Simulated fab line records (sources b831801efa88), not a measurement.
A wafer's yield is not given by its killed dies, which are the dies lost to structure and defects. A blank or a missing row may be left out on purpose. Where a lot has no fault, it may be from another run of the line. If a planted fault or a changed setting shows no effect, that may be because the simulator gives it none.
fab line records	flow gf180mcu
record: lots: 6	wafers: 18	lastDay: 33
route steps=602 shown V4@490 MIM@503
lots that met no fault: taken from a fault-free run of the same line
startH: hours from the record's first day to the start of the lot's first wafer shown	waitH: hours from the lot's prior step to this one	" identical to the entry in the row above	L1.1+2: a single row standing in for several wafers	- no value present, or no start provided	* or withheld: withheld	< > ~ a bound
route shown NAME@n: a module of which the file shows steps, and the number in the route of the first	usual: mean and standard deviation over wafers with no fault	same: alike in all rows	chamber/n: place in a boat	sites: the reading at each site	_std_site: standard deviation of those values	_edge_site: the outer-site mean with the inner-site mean subtracted	radiusMm: for every site, how far away it sits from the centre of the wafer	mask NAME#n: copy n	behind: the last tool/chamber to shape the wafer	hold: why the lot was held/for how many hours/how that ended	device: which transistor (n, p or np) failed to switch	end of line: the same wafers' tests at the end of the route	a step with no rows: only its recipe	killed: count of dies lost to structure and defects at first sort (not the wafer's yield)	map: per-die view of a wafer (x killed, . not killed, _ where there is no die)
set.NAME: the setting as run; set.NAME@STEP: as run at that earlier step	model.NAME: the simulator's own value behind a step, which no gauge read
a table for each step, a row for each wafer; lots at some steps of the route
services: from which hour (startH, from the record's first day; less than 0 if before it) a tool's chamber was out of use, for how many hours, and why
== steps ==
step: GF_V4_CD_MEAS_14
recipe: targetCdNm: 260
usual: cdNm: 259.9/1.3
lot.wafer	tool	chamber	startH	waitH	cdNm
L717.1	cdSem-01	-	570.85	0.1	259.8
L717.2	"	-	"	"	259.1
L717.4	"	-	"	"	258.3
L719.4	cdSem-01	-	594.91	0.1	259.1
L719.5	"	-	"	"	259.3
L719.6	"	-	"	"	258.3
L726.1	cdSem-02	-	654.55	0.1	261.1
L726.2	"	-	"	"	259.6
L726.6	"	-	"	"	261.1
L727.2	cdSem-01	-	662.37	0.1	260.9
L727.3	"	-	"	"	262.2
L727.6	"	-	"	"	259.9
L730.1	cdSem-02	-	681.50	0.1	259.6
L730.3	"	-	"	"	260.1
L730.6	"	-	"	"	260.1
L732.3	cdSem-02	-	689.89	0.1	259.6
L732.4	"	-	"	"	261.0
L732.5	"	-	"	"	259.4
step: GF_V4_OVL_MEAS_15
usual: V4_OVL: 4/4.8
lot.wafer	tool	chamber	startH	waitH	V4_OVL[nm]
L717.1	overlay-02	-	570.97	0.1	2
L717.2	"	-	"	"	-1
L717.4	"	-	"	"	-4
L719.4	overlay-02	-	594.99	0.1	-6
L719.5	"	-	"	"	1
L719.6	"	-	"	"	-2
L726.1	overlay-01	-	654.67	0.1	7
L726.2	"	-	"	"	7
L726.6	"	-	"	"	7
L727.2	overlay-01	-	662.48	0.1	5
L727.3	"	-	"	"	4
L727.6	"	-	"	"	11
L730.1	overlay-02	-	681.62	0.1	-3
L730.3	"	-	"	"	-8
L730.6	"	-	"	"	-2
L732.3	overlay-02	-	689.99	0.1	4
L732.4	"	-	"	"	-1
L732.5	"	-	"	"	1
step: GF_V4_ETCH_16
recipe: chemistry: N2/H2	targetDepthA: withheld	overetchA: withheld	timeS: withheld	target: BARC	ionEnergyEv: 200	sourceW: 500	biasW: 100	pressureMtorr: 30	n2FlowSccm: 100	h2FlowSccm: 200
usual: chamberPressureMTorr: 29.999/0.028	drypumpMotorCurrentA: 5.7/0.4	oesProductAu: 0.855/0.0047	throttleValvePct: 13.224/0.0088
lot.wafer	tool	chamber	startH	waitH	chamberPressureMTorr	drypumpMotorCurrentA	oesProductAu	throttleValvePct
L717.1	rieDiel-04	1	571.01	0.0	30.026	6.1	0.860	13.218
L717.2	"	0	"	"	30.008	5.4	0.849	13.228
L717.4	"	2	"	"	30.025	5.2	0.853	13.228
L719.4	rieDiel-04	0	595.01	0.0	30.000	5.4	0.861	13.220
L719.5	"	1	"	"	30.008	6.1	0.858	13.224
L719.6	"	0	"	"	30.016	5.5	0.848	13.230
L726.1	rieDiel-03	3	654.71	0.0	29.998	5.0	0.856	13.217
L726.2	"	2	"	"	29.983	5.3	0.861	13.214
L726.6	"	1	"	"	29.994	5.7	0.854	13.205
L727.2	rieDiel-01	2	662.51	0.0	30.023	5.8	0.846	13.229
L727.3	"	1	"	"	30.003	6.0	0.850	13.215
L727.6	"	1	"	"	30.034	6.0	0.857	13.219
L730.1	rieDiel-03	2	681.66	0.0	29.952	5.3	0.849	13.231
L730.3	"	0	"	"	29.957	6.0	0.858	13.237
L730.6	"	3	"	"	29.972	4.9	0.861	13.218
L732.3	rieDiel-03	1	690.01	0.0	30.053	5.7	0.853	13.233
L732.4	"	2	"	"	29.927	5.3	0.852	13.232
L732.5	"	3	"	"	30.026	5.0	0.849	13.221
step: GF_V4_ETCH_17
recipe: chemistry: C4F8/O2/Ar	maskMaterial: KrF	target: SiO2	stopOn: TiN	sourceW: 1500	biasW: 1200	pressureMtorr: 40	c4f8FlowSccm: withheld	O2_flow_sccm: 6	Ar_flow_sccm: 300	timeS: withheld	targetDepthA: 6300
usual: chamberPressureMTorr: 39.99/0.032	oesProductAu: 0.856/0.004
lot.wafer	tool	chamber	startH	waitH	chamberPressureMTorr	oesProductAu
L717.1	rieDiel-04	1	-	-	40.00	0.858
L717.2	"	0	"	"	40.04	0.855
L717.4	"	2	"	"	40.02	0.858
L719.4	rieDiel-04	0	-	-	40.01	0.864
L719.5	"	1	"	"	39.95	0.856
L719.6	"	0	"	"	40.02	0.856
L726.1	rieDiel-03	3	-	-	39.96	0.853
L726.2	"	2	"	"	39.99	0.858
L726.6	"	1	"	"	40.03	0.858
L727.2	rieDiel-01	2	-	-	39.92	0.858
L727.3	"	1	"	"	40.02	0.862
L727.6	"	1	"	"	40.02	0.855
L730.1	rieDiel-03	2	-	-	39.98	0.854
L730.3	"	0	"	"	40.01	0.856
L730.6	"	3	"	"	40.01	0.852
L732.3	rieDiel-03	1	-	-	40.03	0.855
L732.4	"	2	"	"	39.96	0.853
L732.5	"	3	"	"	39.96	0.857
step: GF_V4_STRIP_18
recipe: chemistry: O2/N2	powerW: 1400	pressureMtorr: 1500	platenTempC: 250	o2FlowSccm: 3000	n2FlowSccm: 300	overashFraction: 0.5
usual: chamberPressureMTorr: 1500.1/1.3	drypumpMotorCurrentA: 5.7/0.32	heaterPowerW: 327/23	oesProductAu: 0.592/0.0049
lot.wafer	tool	chamber	startH	waitH	chamberPressureMTorr	drypumpMotorCurrentA	heaterPowerW	oesProductAu	rfHoursCounterH
L717.1	plasmaAsher-03	0	571.14	-	1501.5	5.9	354	0.594	55
L717.2	"	1	"	"	1501.1	5.9	325	0.592	55
L717.4	"	0	"	"	1500.3	5.9	342	0.590	-
L719.4	plasmaAsher-04	0	595.17	-	1501.1	5.2	302	0.599	-
L719.5	"	0	"	"	1501.6	5.2	310	0.582	-
L719.6	"	1	"	"	1500.3	5.2	300	0.589	-
L726.1	plasmaAsher-03	1	654.84	-	1501.9	5.8	334	0.584	65
L726.2	"	0	"	"	1501.0	5.9	347	0.591	65
L726.6	"	1	"	"	1498.8	5.8	321	0.596	-
L727.2	plasmaAsher-04	0	662.63	-	1501.8	5.2	310	0.580	103
L727.3	"	1	"	"	1500.2	5.2	299	0.592	-
L727.6	"	1	"	"	1500.3	5.2	312	0.588	-
L730.1	plasmaAsher-03	0	681.78	-	1497.9	5.9	343	0.597	68
L730.3	"	0	"	"	1501.1	5.9	347	0.590	-
L730.6	"	0	"	"	1500.4	5.9	345	0.603	-
L732.3	plasmaAsher-04	0	690.17	-	1497.4	5.2	302	0.598	-
L732.4	"	1	"	"	1501.6	5.2	307	0.593	-
L732.5	"	0	"	"	1498.4	5.2	305	0.596	-
step: GF_V4_STRIP_19
recipe: chemistry: postEtchResidueRemover	timeS: 1200	tempC: 72.5
step: GF_V4_CLEAN_20
recipe: chemistry: DIW	dry: n2Spin
step: GF_V4_SPUTTER_21
recipe: material: Ti	targetThkNm: 15	chamberPressurePa: 5	powerW: 2500	substrateTempC: 200	timeS: 80.02
step: GF_V4_SPUTTER_22
recipe: material: TiN	targetThkNm: 10	chamberPressurePa: 5	powerW: 4000	timeS: 40
usual: throttleValvePct: 29.8/0.77
lot.wafer	tool	chamber	startH	waitH	throttleValvePct
L717.1	pvdSputter-03	-	571.73	0.0	29.2
L717.2	"	-	"	"	29.2
L717.4	"	-	"	"	29.4
L719.4	pvdSputter-03	-	595.75	0.0	29.3
L719.5	"	-	"	"	31.6
L719.6	"	-	"	"	29.7
L726.1	pvdSputter-04	-	655.43	0.0	30.8
L726.2	"	-	"	"	29.0
L726.6	"	-	"	"	29.0
L727.2	pvdSputter-02	-	663.23	0.0	29.5
L727.3	"	-	"	"	31.0
L727.6	"	-	"	"	29.9
L730.1	pvdSputter-04	-	682.78	0.0	28.6
L730.3	"	-	"	"	30.9
L730.6	"	-	"	"	30.0
L732.3	pvdSputter-03	-	690.73	0.0	29.3
L732.4	"	-	"	"	31.3
L732.5	"	-	"	"	29.8
step: GF_V4_CVD_23
recipe: material: W	targetThkNm: 350	timeS: 104.9	tempC: 400	pressureTorr: 40
usual: chamberPressureTorr: 40.00/0.1	heaterPowerOuterW: 535/91	heaterPowerW: 847/120	susceptorTempC: 399.95/0.21
lot.wafer	tool	chamber	startH	waitH	chamberPressureTorr	heaterPowerOuterW	heaterPowerW	susceptorTempC
L717.1	cvdW-02	1	571.77	0.0	39.95	423	707	399.84
L717.2	"	0	"	"	40.12	529	849	399.82
L717.4	"	1	"	"	39.98	425	715	400.09
L719.4	cvdW-02	1	595.81	0.0	40.02	421	698	400.15
L719.5	"	0	"	"	40.01	531	858	399.94
L719.6	"	1	"	"	39.93	423	694	400.03
L726.1	cvdW-01	0	655.47	0.0	39.83	475	782	399.67
L726.2	"	1	"	"	39.90	671	971	399.93
L726.6	"	1	"	"	40.13	656	998	399.92
L727.2	cvdW-02	1	663.27	0.0	40.03	436	703	400.00
L727.3	"	0	"	"	40.07	546	883	400.46
L727.6	"	0	"	"	39.95	542	877	400.29
L730.1	cvdW-01	1	682.82	0.0	40.00	659	1016	399.98
L730.3	"	1	"	"	40.07	670	1003	399.97
L730.6	"	1	"	"	39.96	667	973	400.12
L732.3	cvdW-01	0	690.81	0.1	39.94	480	746	399.92
L732.4	"	1	"	"	39.85	655	988	400.01
L732.5	"	1	"	"	39.99	651	1000	400.01
step: GF_V4_RS_MEAS_24
recipe: thkMeasGauge: four-point-probe	reads: W_of_V4_CVD_23+TiN_of_V4_SPUTTER_22+Ti_of_V4_SPUTTER_21
usual: V4_W_RS: 0.326/0.0031
lot.wafer	tool	chamber	startH	waitH	V4_W_RS[ohm/sq]
L717.1	filmMetro-04	-	571.88	0.1	0.318
L717.2	"	-	"	"	0.328
L717.4	"	-	"	"	0.318
L719.4	filmMetro-01	-	595.94	0.1	0.322
L719.5	"	-	"	"	0.326
L719.6	"	-	"	"	0.325
L726.1	filmMetro-03	-	655.58	0.1	0.328
L726.2	"	-	"	"	0.328
L726.6	"	-	"	"	0.325
L727.2	filmMetro-04	-	663.40	0.1	0.318
L727.3	"	-	"	"	0.324
L727.6	"	-	"	"	0.326
L730.1	filmMetro-04	-	683.05	0.2	0.326
L730.3	"	-	"	"	0.328
L730.6	"	-	"	"	0.328
L732.3	filmMetro-03	-	690.92	0.1	0.328
L732.4	"	-	"	"	0.329
L732.5	"	-	"	"	0.330
step: GF_V4_THK_MEAS_25
recipe: thkMeasGauge: xrf	reads: W_of_V4_CVD_23
usual: V4_W_THK: 347/4.7
lot.wafer	tool	chamber	startH	waitH	V4_W_THK[nm]
L717.1	filmMetro-04	-	572.00	0.1	352
L717.2	"	-	"	"	343
L717.4	"	-	"	"	352
L719.4	filmMetro-01	-	596.03	0.1	351
L719.5	"	-	"	"	349
L719.6	"	-	"	"	349
L726.1	filmMetro-03	-	655.70	0.1	340
L726.2	"	-	"	"	344
L726.6	"	-	"	"	345
L727.2	filmMetro-04	-	663.51	0.1	361
L727.3	"	-	"	"	352
L727.6	"	-	"	"	351
L730.1	filmMetro-04	-	683.17	0.1	346
L730.3	"	-	"	"	344
L730.6	"	-	"	"	343
L732.3	filmMetro-03	-	691.02	0.1	341
L732.4	"	-	"	"	343
L732.5	"	-	"	"	344
step: GF_V4_CMP_26
recipe: stopOn: SiO2	downForcePsi: 3.5	platenRpm: 60	tOverpolishS: 15	targetThkNm: 0	padVelocityMS: 0.94248
usual: motorCurrentA: 11.0/1.1	overpolishRunS: 15.000/0.0085	platenRpm: 60.00/0.038	timeToEndpointS: 86.0/3
lot.wafer	tool	chamber	startH	waitH	motorCurrentA	overpolishRunS	platenRpm	timeToEndpointS
L717.1	cmp-02	1	572.18	0.2	13.8	14.997	60.05	95.4
L717.2	"	2	"	"	11.4	14.997	60.02	88.5
L717.4	"	3	"	"	11.4	14.997	60.02	87.5
L719.4	cmp-01	0	596.16	0.1	12.4	15.010	60.04	82.6
L719.6	"	2	"	"	10.1	15.005	60.06	81.8
L719.5	"	3	"	"	10.1	14.993	60.03	79.6
L726.1	cmp-02	1	655.76	0.1	13.5	0.040	60.01	129.4
L726.2	"	2	"	"	11.5	0.049	59.98	129.7
L726.6	"	1	"	"	12.8	14.991	60.02	85.5
L727.3	cmp-02	1	663.66	0.1	13.5	14.996	60.03	86.8
L727.2	"	2	"	"	12.0	0.038	60.03	133.2
L727.6	"	3	"	"	11.7	15.001	59.99	76.1
L730.3	cmp-01	0	683.28	0.1	11.4	14.997	60.00	85.0
L730.1	"	1	"	"	10.9	15.007	60.03	87.7
L730.6	"	3	"	"	10.2	14.994	59.99	89.0
L732.4	cmp-01	1	691.06	0.0	11.2	15.018	60.06	86.8
L732.3	"	3	"	"	10.7	15.024	59.96	86.5
L732.5	"	1	"	"	10.1	15.013	59.99	86.9
step: GF_MIM_SPUTTER_00
recipe: material: Ti	targetThkNm: 37.5	arrivingIonEnergyEv: 80	substrateTempC: 200	chamberPressurePa: 2	powerW: 4000	timeS: 150
== services ==
tool	chamber	startH	hours	kind
rieDiel-03	3	554.04	4.6	repair
rieDiel-01	3	558.17	1.8	repair
cmp-01	-	572.00	4.0	pm
rieDiel-03	-	572.38	1.0	repair
cmp-01	-	575.52	11.9	repair
cmp-01	-	576.00	-	consumableReplace:conditioner
cmp-01	-	576.00	-	consumableReplace:pad
cvdW-02	-	579.79	2.8	pm
cvdW-01	0	592.32	14.4	repair
pvdSputter-03	-	598.22	2.1	repair
rieDiel-04	3	614.69	8.5	repair
rieDiel-04	3	623.23	-	clean
rieDiel-04	3	623.23	26.4	scheduledDown
rieDiel-04	3	623.23	26.4	ventCycle
cmp-01	-	629.68	1.1	repair
rieDiel-01	3	639.60	5.4	repair
cmp-02	-	639.71	0.6	repair
rieDiel-04	0	641.07	2.5	repair
cmp-01	-	642.53	3.5	repair
rieDiel-01	2	642.68	3.5	repair
cvdW-01	1	644.56	7.6	repair
rieDiel-04	2	678.93	2.7	repair
cvdW-01	0	680.91	2.0	repair
pvdSputter-03	-	683.86	2.6	repair
== key ==
firstSign: step: GF_V4_CMP_26	reading: overpolishRunS	direction: down	sigmas: 99+	usual: 15.000	struck: 0.042
effect: step: GF_V4_CMP_26	reading: timeToEndpointS	direction: up	sigmas: 15	usual: *	struck: *
metAt GF_V4_CMP_26
struckWafers L726.1,L726.2,L727.2
laterRowsLeftOut L726.1,L726.2,L727.2
sortLeftOut L726.1,L726.2,L727.2
onsetBetween 572.18 655.76
fault: kind: processParameterDrift	tool: cmp-02	chamber: -	onsetH: 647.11	steps: GF_V4_CMP_26	channel: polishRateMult	offset: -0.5	shape: step	endH: 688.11	scope: struckWafersOnly
sortLeftOut: the simulated sort isn't trusted on such a fault, so these wafers' sort isn't shown, and their yield isn't known
laterRowsLeftOut: the simulator's readings of these wafers behind a module that went badly wrong aren't trusted and aren't shown, but for the sort
